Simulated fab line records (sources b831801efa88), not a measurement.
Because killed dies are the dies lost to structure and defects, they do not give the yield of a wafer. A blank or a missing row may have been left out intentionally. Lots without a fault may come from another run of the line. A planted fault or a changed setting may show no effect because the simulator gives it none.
Matching of chambers :: flow gf180mcu :: GF_STI_ETCH_14 on rie-si-02: 4 sister chambers
The step etches Si in HBr/Cl2/O2, target depth 360 nm, time 102.9 s. 14 wafers are shown with their chamber, then 6 later ones without.

== WAFERS WITH THEIR CHAMBER ==
wafer: L884.2
chamber: 0
drypump-motor-current-A (A): 5.3
oes-product-au (a.u.): 0.989
throttle-valve-pct (%): 25.675

wafer: L884.5
chamber: 0
drypump-motor-current-A (A): 5.3
oes-product-au (a.u.): 1.011
throttle-valve-pct (%): 25.637

wafer: L899.2
chamber: 3
drypump-motor-current-A (A): 5.1
oes-product-au (a.u.): 0.996
throttle-valve-pct (%): 25.655

wafer: L899.3
chamber: 1
drypump-motor-current-A (A): 5.1
oes-product-au (a.u.): 0.978
throttle-valve-pct (%): 25.657

wafer: L899.6
chamber: 1
drypump-motor-current-A (A): 5.1
oes-product-au (a.u.): 0.980
throttle-valve-pct (%): 25.658

wafer: L900.2
chamber: 3
drypump-motor-current-A (A): 5.1
oes-product-au (a.u.): 1.012
throttle-valve-pct (%): 25.668

wafer: L900.3
chamber: 2
drypump-motor-current-A (A): 5.2
oes-product-au (a.u.): 0.995
throttle-valve-pct (%): 25.678

wafer: L900.4
chamber: 1
drypump-motor-current-A (A): 5.1
oes-product-au (a.u.): 0.981
throttle-valve-pct (%): 25.678

wafer: L901.4
chamber: 1
drypump-motor-current-A (A): 5.1
oes-product-au (a.u.): 0.995
throttle-valve-pct (%): 25.680

wafer: L901.5
chamber: 3
drypump-motor-current-A (A): 5.1
oes-product-au (a.u.): 1.009
throttle-valve-pct (%): 25.646

wafer: L901.6
chamber: 2
drypump-motor-current-A (A): 5.1
oes-product-au (a.u.): 0.992
throttle-valve-pct (%): 25.654

wafer: L902.2
chamber: 1
drypump-motor-current-A (A): 5.1
oes-product-au (a.u.): 0.999
throttle-valve-pct (%): 25.671

wafer: L902.3
chamber: 3
drypump-motor-current-A (A): 5.1
oes-product-au (a.u.): 1.006
throttle-valve-pct (%): 25.655

wafer: L902.5
chamber: 3
drypump-motor-current-A (A): 5.1
oes-product-au (a.u.): 1.012
throttle-valve-pct (%): 25.653

SIGNATURES (averages over the wafers above)
reading: drypump-motor-current-A
chamber 0: 5.300
chamber 1: 5.100
chamber 2: 5.150
chamber 3: 5.100
scatter within a chamber: 0.0224

reading: oes-product-au
chamber 0: 1.00000
chamber 1: 0.98660
chamber 2: 0.99350
chamber 3: 1.00700
scatter within a chamber: 0.00892

reading: throttle-valve-pct
chamber 0: 25.65600
chamber 1: 25.66880
chamber 2: 25.66600
chamber 3: 25.65540
scatter within a chamber: 0.0132
Rule: distance of a wafer from a chamber = root of the sum over the readings of ((wafer's reading minus chamber's mean) / reading's scatter) squared. The wafer belongs to the nearest chamber; if the next one is less than 2 further off, it can't be placed. The scatter: take each reading less its chamber's mean, square it, sum over the shown wafers, divide by the number of wafers less the number of chambers, and take the root.

== WAFERS WITHOUT THEIR CHAMBER ==
wafer: L903.3
drypump-motor-current-A (A): 5.3
oes-product-au (a.u.): 1.000
throttle-valve-pct (%): 25.652

wafer: L903.4
drypump-motor-current-A (A): 5.1
oes-product-au (a.u.): 1.008
throttle-valve-pct (%): 25.645

wafer: L903.5
drypump-motor-current-A (A): 5.1
oes-product-au (a.u.): 0.994
throttle-valve-pct (%): 25.649

wafer: L907.1
drypump-motor-current-A (A): 5.2
oes-product-au (a.u.): 0.983
throttle-valve-pct (%): 25.669

wafer: L907.3
drypump-motor-current-A (A): 5.1
oes-product-au (a.u.): 0.990
throttle-valve-pct (%): 25.670

wafer: L907.5
drypump-motor-current-A (A): 5.3
oes-product-au (a.u.): 0.993
throttle-valve-pct (%): 25.678

== THE CHAMBER EACH PASSED THROUGH ==
wafer: L903.3
from the rows above: 0
in truth: 0

wafer: L903.4
from the rows above: 3
in truth: 3

wafer: L903.5
from the rows above: can't be placed: 3 or 1 or 2
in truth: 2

wafer: L907.1
from the rows above: can't be placed: 2 or 1
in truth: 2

wafer: L907.3
from the rows above: can't be placed: 1 or 3 or 2
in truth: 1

wafer: L907.5
from the rows above: 0
in truth: 0
Correctly placed: 3 of 6. Can't be placed from these rows: 3 (the true chamber is among the candidates in 3). Number placed wrongly: 0.
